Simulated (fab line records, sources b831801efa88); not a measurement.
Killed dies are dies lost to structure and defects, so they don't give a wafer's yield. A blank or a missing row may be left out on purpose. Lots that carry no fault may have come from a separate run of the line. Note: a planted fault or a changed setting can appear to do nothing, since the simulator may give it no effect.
Which tool was responsible? || flow sfq_line || Sampling: 13 lots, 39 wafers, 3 of 325 route steps

== WHAT THE GAUGES READ, wafer by wafer ==
SFQ_M8_RS_MEAS_949: a four-point-probe measurement.
{"lot": "L177", "measured": "day 79 08:26", "on": "film_metro-03", "M8_AU_RS (ohm/sq)": "0.1549 0.1523 0.1535"}
{"lot": "L178", "measured": "day 79 10:59", "on": "film_metro-03", "M8_AU_RS (ohm/sq)": "0.1540 0.1526 0.1525"}
{"lot": "L179", "measured": "day 83 20:27", "on": "film_metro-03", "M8_AU_RS (ohm/sq)": "0.1561 0.1547 0.1559"}
{"lot": "L180", "measured": "day 84 04:51", "on": "film_metro-04", "M8_AU_RS (ohm/sq)": "0.1524 0.1529 0.1529"}
{"lot": "L186", "measured": "day 85 07:03", "on": "film_metro-01", "M8_AU_RS (ohm/sq)": "0.1545 0.1543 0.1552"}
{"lot": "L187", "measured": "day 85 11:51", "on": "film_metro-04", "M8_AU_RS (ohm/sq)": "0.1546 0.1480 0.1542"}
{"lot": "L192", "measured": "day 86 07:05", "on": "film_metro-01", "M8_AU_RS (ohm/sq)": "0.1565 0.1546 0.1568"}
{"lot": "L195", "measured": "day 90 03:09", "on": "film_metro-03", "M8_AU_RS (ohm/sq)": "0.1555 0.1553 0.1553"}
{"lot": "L196", "measured": "day 90 04:21", "on": "film_metro-03", "M8_AU_RS (ohm/sq)": "0.1556 0.1562 0.1559"}
{"lot": "L197", "measured": "day 92 05:46", "on": "film_metro-03", "M8_AU_RS (ohm/sq)": "0.1540 0.1542 0.1535"}
{"lot": "L198", "measured": "day 92 11:49", "on": "film_metro-04", "M8_AU_RS (ohm/sq)": "0.1503 0.1510 0.1513"}
{"lot": "L199", "measured": "day 92 14:10", "on": "film_metro-04", "M8_AU_RS (ohm/sq)": "0.1548 0.1542 0.1549"}
{"lot": "L200", "measured": "day 93 03:28", "on": "film_metro-04", "M8_AU_RS (ohm/sq)": "0.1558 0.1555 0.1547"}

SFQ_M8_THK_MEAS_950: measures by xrf.
{"lot": "L177", "measured": "day 79 08:32", "on": "film_metro-03", "M8_AU_THK (nm)": "177.4 181.0 179.4"}
{"lot": "L178", "measured": "day 79 11:05", "on": "film_metro-03", "M8_AU_THK (nm)": "179.0 180.9 180.2"}
{"lot": "L179", "measured": "day 83 20:34", "on": "film_metro-03", "M8_AU_THK (nm)": "178.6 179.1 178.1"}
{"lot": "L180", "measured": "day 84 04:58", "on": "film_metro-04", "M8_AU_THK (nm)": "181.9 180.0 180.6"}
{"lot": "L186", "measured": "day 85 07:10", "on": "film_metro-01", "M8_AU_THK (nm)": "180.2 180.8 180.6"}
{"lot": "L187", "measured": "day 85 11:58", "on": "film_metro-04", "M8_AU_THK (nm)": "177.8 187.6 179.3"}
{"lot": "L192", "measured": "day 86 07:11", "on": "film_metro-01", "M8_AU_THK (nm)": "177.7 179.5 177.2"}
{"lot": "L195", "measured": "day 90 03:16", "on": "film_metro-03", "M8_AU_THK (nm)": "178.4 178.0 179.0"}
{"lot": "L196", "measured": "day 90 04:28", "on": "film_metro-03", "M8_AU_THK (nm)": "178.6 179.4 178.0"}
{"lot": "L197", "measured": "day 92 05:53", "on": "film_metro-03", "M8_AU_THK (nm)": "180.3 180.1 181.2"}
{"lot": "L198", "measured": "day 92 11:55", "on": "film_metro-04", "M8_AU_THK (nm)": "182.6 181.6 181.4"}
{"lot": "L199", "measured": "day 92 14:17", "on": "film_metro-04", "M8_AU_THK (nm)": "176.9 177.0 176.2"}
{"lot": "L200", "measured": "day 93 03:35", "on": "film_metro-04", "M8_AU_THK (nm)": "176.3 176.6 177.5"}

== TOOL THAT RAN EACH LOT (tool first, then ch and the chambers of the sampled wafers, then the start) ==
{"lot": "L177", "SFQ_TRILAYER_M8_DEP_EVAP_196": "pvd_sputter-01, day 79 07:52"}
{"lot": "L178", "SFQ_TRILAYER_M8_DEP_EVAP_196": "pvd_sputter-02, day 79 10:26"}
{"lot": "L179", "SFQ_TRILAYER_M8_DEP_EVAP_196": "pvd_sputter-01, day 83 19:56"}
{"lot": "L180", "SFQ_TRILAYER_M8_DEP_EVAP_196": "pvd_sputter-02, day 84 04:20"}
{"lot": "L186", "SFQ_TRILAYER_M8_DEP_EVAP_196": "pvd_sputter-02, day 85 06:32"}
{"lot": "L187", "SFQ_TRILAYER_M8_DEP_EVAP_196": "pvd_sputter-01, day 85 11:20"}
{"lot": "L192", "SFQ_TRILAYER_M8_DEP_EVAP_196": "pvd_sputter-02, day 86 06:32"}
{"lot": "L195", "SFQ_TRILAYER_M8_DEP_EVAP_196": "pvd_sputter-01, day 90 02:37"}
{"lot": "L196", "SFQ_TRILAYER_M8_DEP_EVAP_196": "pvd_sputter-02, day 90 03:49"}
{"lot": "L197", "SFQ_TRILAYER_M8_DEP_EVAP_196": "pvd_sputter-01, day 92 05:16"}
{"lot": "L198", "SFQ_TRILAYER_M8_DEP_EVAP_196": "pvd_sputter-02, day 92 11:16"}
{"lot": "L199", "SFQ_TRILAYER_M8_DEP_EVAP_196": "pvd_sputter-01, day 92 13:40"}
{"lot": "L200", "SFQ_TRILAYER_M8_DEP_EVAP_196": "pvd_sputter-02, day 93 02:53"}
- SFQ_TRILAYER_M8_DEP_EVAP_196: material Au, target thk 180 nm, time 900 s.

== AS READ BY THE TOOLS THEMSELVES (means over the sampled wafers that have a number; for cases with no such wafer, the mark the record gives instead) ==
The record holds no such reading with a usual standard deviation.

== THE ANSWER, worked out from the rows above alone ==
Rule: what is usual is taken from the lots themselves. Put in order of their means at a reading, lots are off if they are a third of the lots or fewer, leave a main group of 4 or more, and stand apart from it by a gap of 3 or more times the standard deviation of the main group's means; of several such gaps the widest counts. If all means in a main group match to the digits the tables above print for the reading, that group is not used. Also off: a lot with no number at a reading for which 4 or more lots have one. All remaining lots with rows at the step are treated as sound. The gauges are gone through in route order, then the tools' own readings, and for those a lot's mean is taken as printed above. The first step at which some lot is off is used, and at that step the reading that is off furthest; a lot without a number counts as furthest.
No lot is off on any of the readings shown, so nothing can be concluded from this.

== WHAT WAS PUT IN BY THE SIMULATOR ==
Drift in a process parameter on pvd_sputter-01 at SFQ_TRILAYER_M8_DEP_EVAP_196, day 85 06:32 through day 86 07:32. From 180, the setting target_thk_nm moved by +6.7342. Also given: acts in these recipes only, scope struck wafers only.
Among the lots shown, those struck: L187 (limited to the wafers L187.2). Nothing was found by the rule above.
